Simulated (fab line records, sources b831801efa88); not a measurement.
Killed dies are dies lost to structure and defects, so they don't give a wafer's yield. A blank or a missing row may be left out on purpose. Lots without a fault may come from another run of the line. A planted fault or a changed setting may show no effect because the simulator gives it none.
Which tool did it? | flow gf180mcu | 12 lots, 34 wafers sampled, at 5 steps of a route of 602

WHAT THE GAUGES READ, wafer by wafer
GF_NWELL_OVL_MEAS_07. Usual: NWELL_OVL -0.8 nm, standard deviation 1.3.
lot  | measured    | on         | NWELL_OVL (nm) | flag
L178 | day 3 11:50 | overlay-02 | -0.7 -1.7 0.0  |
L180 | day 3 19:59 | overlay-02 | -1.3 0.8 0.3   |
L181 | day 3 22:03 | overlay-02 | -1.7 -2.9 -1.3 |
L182 | day 4 08:50 | overlay-01 | -1.5 -0.1 1.5  |
L185 | day 5 03:14 | overlay-02 | -1.9 -0.5 -0.8 |
L186 | day 5 11:29 | overlay-02 | -0.4 -0.4 1.0  |
L187 | day 5 14:41 | overlay-01 | 0.0 -1.7 0.4   |
L188 | day 5 20:35 | overlay-01 | -2.1 -1.6      |
L189 | day 6 02:02 | overlay-02 | -2.1 0.0 0.1   |
L191 | day 6 07:05 | overlay-02 | -0.8 0.2       |
L199 | day 8 06:47 | overlay-02 | -2.3 -1.4 -2.2 |
L200 | day 8 10:21 | overlay-02 | 0.0 0.2 1.4    |

GF_VT_IMPLANT_OVL_MEAS_18. Usual: VT_IMPLANT_01_OVL 1.5 nm, standard deviation 1.4.
lot  | measured     | on         | VT_IMPLANT_01_OVL (nm) | flag
L178 | day 6 06:05  | overlay-02 | 2.0 2.4 2.3            |
L180 | day 6 16:32  | overlay-02 | 1.1 1.1 2.8            |
L181 | day 6 18:51  | overlay-01 | 0.6 1.5 1.4            |
L182 | day 7 08:14  | overlay-02 | 2.7 2.5 2.2            |
L185 | day 8 07:05  | overlay-01 | -0.2 -0.3 -1.1         |
L186 | day 8 14:33  | overlay-02 | 4.5 4.2 4.3            |
L187 | day 8 18:20  | overlay-02 | 2.4 0.3 1.0            |
L188 | day 9 01:32  | overlay-02 | 3.4 3.2                |
L189 | day 9 08:08  | overlay-02 | 0.6 1.0 0.5            |
L191 | day 9 16:47  | overlay-01 | 2.3 2.9                |
L199 | day 11 22:47 | overlay-01 | 1.2 0.6 1.5            |
L200 | day 12 05:44 | overlay-02 | 4.0 1.0 2.3            |

WHICH TOOL RAN EACH LOT (tool, then ch and the chambers of the sampled wafers, then the start)
lot  | GF_STI_ETCH_13                    | GF_STI_STRIP_15                     | GF_MVPSD_STRIP_10
L178 | rie_diel-04 ch 2,3, day 2 02:30   | plasma_asher-01 ch 1, day 2 02:40   | plasma_asher-04 ch 0,1, day 5 02:34
L180 | rie_diel-04 ch 1,2,3, day 2 11:41 | plasma_asher-01 ch 0,1, day 2 11:50 | plasma_asher-04 ch 0,1, day 5 12:52
L181 | rie_diel-04 ch 1,2,3, day 2 17:32 | plasma_asher-01 ch 0,1, day 2 17:41 | plasma_asher-04 ch 0,1, day 5 14:41
L182 | rie_diel-04 ch 1,2, day 3 02:21   | plasma_asher-01 ch 0,1, day 3 02:30 | plasma_asher-04 ch 0,1, day 6 03:00
L185 | rie_diel-01 ch 2,3, day 3 12:18   | plasma_asher-04 ch 0,1, day 3 12:27 | plasma_asher-02 ch 1, day 6 23:34
L186 | rie_diel-01 ch 0,2,3, day 3 19:26 | plasma_asher-02 ch 0,1, day 3 19:38 | plasma_asher-04 ch 0,1, day 7 06:39
L187 | rie_diel-01 ch 0,2,3, day 4 02:23 | plasma_asher-02 ch 0,1, day 4 02:35 | plasma_asher-04 ch 0,1, day 7 11:15
L188 | rie_diel-01 ch 0,3, day 4 06:42   | plasma_asher-02 ch 0, day 4 06:51   | plasma_asher-03 ch 0,1, day 7 18:27
L189 | rie_diel-03 ch 0,2, day 4 13:56   | plasma_asher-02 ch 0,1, day 4 14:05 | plasma_asher-02 ch 0,1, day 7 23:34
L191 | rie_diel-01 ch 0,1, day 4 21:05   | plasma_asher-02 ch 1, day 4 21:14   | plasma_asher-04 ch 1, day 8 07:40
L199 | rie_diel-03 ch 2,3, day 6 18:06   | plasma_asher-02 ch 0,1, day 6 18:15 | plasma_asher-03 ch 0,1, day 10 09:58
L200 | rie_diel-04 ch 1,3, day 6 21:42   | plasma_asher-04 ch 0,1, day 6 21:53 | plasma_asher-04 ch 0,1, day 10 15:42
- GF_STI_ETCH_13: etches the open film in CHF3/O2, stops on Si, target depth 282.31 nm, time 112.9 s.
- GF_STI_STRIP_15: strips in O2/N2.
- GF_MVPSD_STRIP_10: strips in O2/N2.

WHAT THE TOOLS THEMSELVES READ (means of the sampled wafers that have a number; where no wafer has one, the mark that the record gives instead)
GF_STI_ETCH_13. Usual: bias_w 200.0 W, standard deviation 0.53; drypump_motor_current_A 5.7 A, standard deviation 0.39; oes_product_au 0.834 a.u., standard deviation 0.0071; throttle_valve_pct 8.811 %, standard deviation 0.0094.
lot  | tool        | bias_w (W) | drypump_motor_current_A (A) | oes_product_au (a.u.) | throttle_valve_pct (%) | flag
L178 | rie_diel-04 | 200.3      | 5.8                         | 0.837                 | 8.819                  |
L180 | rie_diel-04 | 200.0      | 5.6                         | 0.836                 | 8.826                  |
L181 | rie_diel-04 | 200.0      | 5.6                         | 0.836                 | 8.807                  |
L182 | rie_diel-04 | 199.9      | 5.6                         | 0.834                 | 8.812                  |
L185 | rie_diel-01 | 200.0      | 5.7                         | 0.854                 | 8.812                  |
L186 | rie_diel-01 | 199.8      | 6.0                         | 0.840                 | 8.809                  |
L187 | rie_diel-01 | 199.8      | 6.0                         | 0.835                 | 8.811                  |
L188 | rie_diel-01 | 200.6      | 6.0                         | 0.813                 | 8.800                  |
L189 | rie_diel-03 | 199.8      | 5.9                         | 0.832                 | 8.811                  |
L191 | rie_diel-01 | 200.7      | 5.9                         | 0.823                 | 8.809                  |
L199 | rie_diel-03 | 200.4      | 6.0                         | 0.834                 | 8.814                  |
L200 | rie_diel-04 | 200.2      | 5.7                         | 0.841                 | 8.808                  |

GF_STI_STRIP_15. Usual: drypump_motor_current_A 6.07 A, standard deviation 0.18; heater_power_w 333 W, standard deviation 10; oes_product_au 0.384 a.u., standard deviation 0.0049; platen_temp_c 249.98 C, standard deviation 0.18; strip_time_to_endpoint_s 3.73 s, standard deviation 0.05.
lot  | tool            | drypump_motor_current_A (A) | heater_power_w (W) | oes_product_au (a.u.) | platen_temp_c (C) | strip_time_to_endpoint_s (s) | flag
L178 | plasma_asher-01 | 6.41                        | 316                | 0.385                 | 249.97            | 3.70                         |
L180 | plasma_asher-01 | 6.19                        | 328                | 0.388                 | 250.07            | 3.75                         |
L181 | plasma_asher-01 | 5.99                        | 329                | 0.384                 | 249.83            | 3.72                         |
L182 | plasma_asher-01 | 5.99                        | 331                | 0.389                 | 249.89            | 3.76                         |
L185 | plasma_asher-04 | 5.95                        | 336                | 0.384                 | 249.77            | 3.72                         |
L186 | plasma_asher-02 | 6.07                        | 338                | 0.386                 | 249.88            | 3.72                         |
L187 | plasma_asher-02 | 6.13                        | 343                | 0.380                 | 250.10            | 3.72                         |
L188 | plasma_asher-02 | 6.04                        | 335                | 0.383                 | 250.13            | 3.60                         |
L189 | plasma_asher-02 | 6.06                        | 340                | 0.384                 | 250.10            | 3.79                         |
L191 | plasma_asher-02 | 6.12                        | 342                | 0.377                 | 250.19            | 3.59                         |
L199 | plasma_asher-02 | 6.13                        | 335                | 0.385                 | 249.92            | 3.69                         |
L200 | plasma_asher-04 | 5.95                        | 331                | 0.386                 | 249.87            | 3.77                         |

GF_MVPSD_STRIP_10. Usual: drypump_motor_current_A 6.01 A, standard deviation 0.18; heater_power_w 335 W, standard deviation 22; oes_product_au 0.722 a.u., standard deviation 0.0046; platen_temp_c 250.01 C, standard deviation 0.2; strip_time_to_endpoint_s 36.90 s, standard deviation 0.11.
lot  | tool            | drypump_motor_current_A (A) | heater_power_w (W) | oes_product_au (a.u.) | platen_temp_c (C) | strip_time_to_endpoint_s (s) | flag
L178 | plasma_asher-04 | 6.05                        | 326                | 0.723                 | 250.06            | 36.79                        |
L180 | plasma_asher-04 | 6.03                        | 324                | 0.716                 | 250.00            | 36.93                        |
L181 | plasma_asher-04 | 5.94                        | 334                | 0.721                 | 249.94            | 36.77                        |
L182 | plasma_asher-04 | 6.02                        | 326                | 0.727                 | 249.91            | 36.91                        |
L185 | plasma_asher-02 | 6.19                        | 332                | 0.724                 | 250.29            | 36.91                        |
L186 | plasma_asher-04 | 5.94                        | 329                | 0.725                 | 250.37            | 36.87                        |
L187 | plasma_asher-04 | 6.04                        | 325                | 0.722                 | 250.11            | 37.07                        |
L188 | plasma_asher-03 | 5.98                        | 344                | 0.723                 | 249.78            | 36.86                        |
L189 | plasma_asher-02 | 6.08                        | 340                | 0.728                 | 249.98            | 36.84                        |
L191 | plasma_asher-04 | 6.11                        | 322                | 0.724                 | 250.17            | 36.98                        |
L199 | plasma_asher-03 | 5.88                        | 342                | 0.723                 | 250.01            | 36.74                        |
L200 | plasma_asher-04 | 5.95                        | 328                | 0.722                 | 250.05            | 37.08                        |

THE ANSWER, worked out from the rows above alone
Rule: a lot is off if the mean of its wafers that have a number lies more than 3 standard deviations from the usual mean. A lot without any number at a reading at which 4 lots or more have one is off too. The other lots that the step has rows for count as sound. The gauges are gone through in route order, then the tools' own readings, and for those a lot's mean is taken as printed above. The first step at which some lot is off is used, and at that step the reading that is off furthest; a lot without a number counts as furthest.
No lot is off at any reading shown: from this, nothing can be told.

WHAT THE SIMULATOR HAD PUT IN
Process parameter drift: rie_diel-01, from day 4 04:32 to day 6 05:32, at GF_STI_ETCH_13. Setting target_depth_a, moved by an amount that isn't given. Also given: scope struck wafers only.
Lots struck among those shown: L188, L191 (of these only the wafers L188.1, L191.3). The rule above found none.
